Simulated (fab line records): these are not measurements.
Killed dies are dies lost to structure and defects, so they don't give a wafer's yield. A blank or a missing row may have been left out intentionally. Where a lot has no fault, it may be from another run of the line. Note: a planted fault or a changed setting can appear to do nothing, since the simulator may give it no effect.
Struck lot and sound lot, side by side :: flow gf180mcu :: 15 steps out of a route of 602
Sound: these wafers, L985.1, L985.4, L985.5. Struck: wafer L100.4 (left out: L100.1, L100.3 of the same lot, which were not struck); the cause appears at the end.
Per side, at each step with rows, come the tool, then ch with its chambers, and then its first start. Under that, the readings that differ: sound wafers :: struck wafers :: difference of the means :: sigmas: that difference in standard deviations of wafers without a fault.
alike: readings whose means differ by less than 2 such deviations, and words and numbers that are the same on both sides. not compared: withheld readings, readings that some wafer has no value for, bounds like >300 that may hide the same value, and numbers for which the record gives no deviation and whose values overlap.
Wherever a step has rows on one side only, a row that says differs or no value, or a row with sigmas, the two part there. Non-overlapping numbers with no deviation appear without sigmas and do not part them. Lack of a reading on every wafer of one side parts them only where that side has two or more wafers.

first, 5 steps without rows for these wafers: GF_V3_COAT_09 (resist thk 1000 nm); GF_V3_SOFTBAKE_10 (time 60 s); GF_V3_EXPOSE_11 (exposes mask Via3, target cd 260 nm); GF_V3_PEB_12 (peb time 90 s); GF_V3_DEVELOP_13 (develop time 60 s).
GF_V3_CD_MEAS_14: the cd target is 260 nm.
  struck on cd_sem-01, day 29 05:52; sound on cd_sem-01, day 22 23:40
  alike: cd_nm
GF_V3_OVL_MEAS_15:
  struck on overlay-02, day 29 05:59; sound on overlay-01, day 22 23:47
  alike: V3_OVL
GF_V3_ETCH_16: etches BARC in N2/H2.
  sound on rie_diel-04 ch 0,1,3, day 22 23:50; struck on rie_diel-01 ch 3, day 29 06:01
  alike: drypump_motor_current_A, oes_product_au, throttle_valve_pct
GF_V3_ETCH_17: etches SiO2 in C4F8/O2/Ar, stops on TiN, target depth 635 nm.
  sound on rie_diel-04 ch 0,1,3; struck on rie_diel-01 ch 3
  alike: oes_product_au
GF_V3_STRIP_18: strips in O2/N2.
  sound on plasma_asher-01 ch 0,1, day 22 23:57; struck on plasma_asher-04 ch 0, day 29 06:09
  alike: drypump_motor_current_A, heater_power_w, oes_product_au
  not compared: rf_hours_counter_h
then, 2 steps without rows for these wafers: GF_V3_STRIP_19 (strips in post etch residue remover, time 1200 s); GF_V3_CLEAN_20 (cleans in DIW).
GF_V3_SPUTTER_21: material Ti, target thk 15 nm, time 80.02 s.
  struck on pvd_sputter-03, day 29 06:41; sound on pvd_sputter-03, day 23 00:29
reading: model.Ti_of_V3_SPUTTER_21.thk_nm (nm)
sound: 15.17 15.2 15.16
struck: 18.37
difference: +3.19
sigmas: 
  alike: throttle_valve_pct
GF_V3_SPUTTER_22: material TiN, target thk 10 nm, time 40 s.
  struck on pvd_sputter-03, day 29 06:45; sound on pvd_sputter-03, day 23 00:33
  alike: throttle_valve_pct
GF_PASSIVATION_PROBE_99:
  rows exist in the record for the sound wafers here (prober-02, day 29 11:14), none for the struck ones

WHERE THEY PART
Only at GF_PASSIVATION_PROBE_99, as far as this record shows.

WHY: what had been put in by the simulator
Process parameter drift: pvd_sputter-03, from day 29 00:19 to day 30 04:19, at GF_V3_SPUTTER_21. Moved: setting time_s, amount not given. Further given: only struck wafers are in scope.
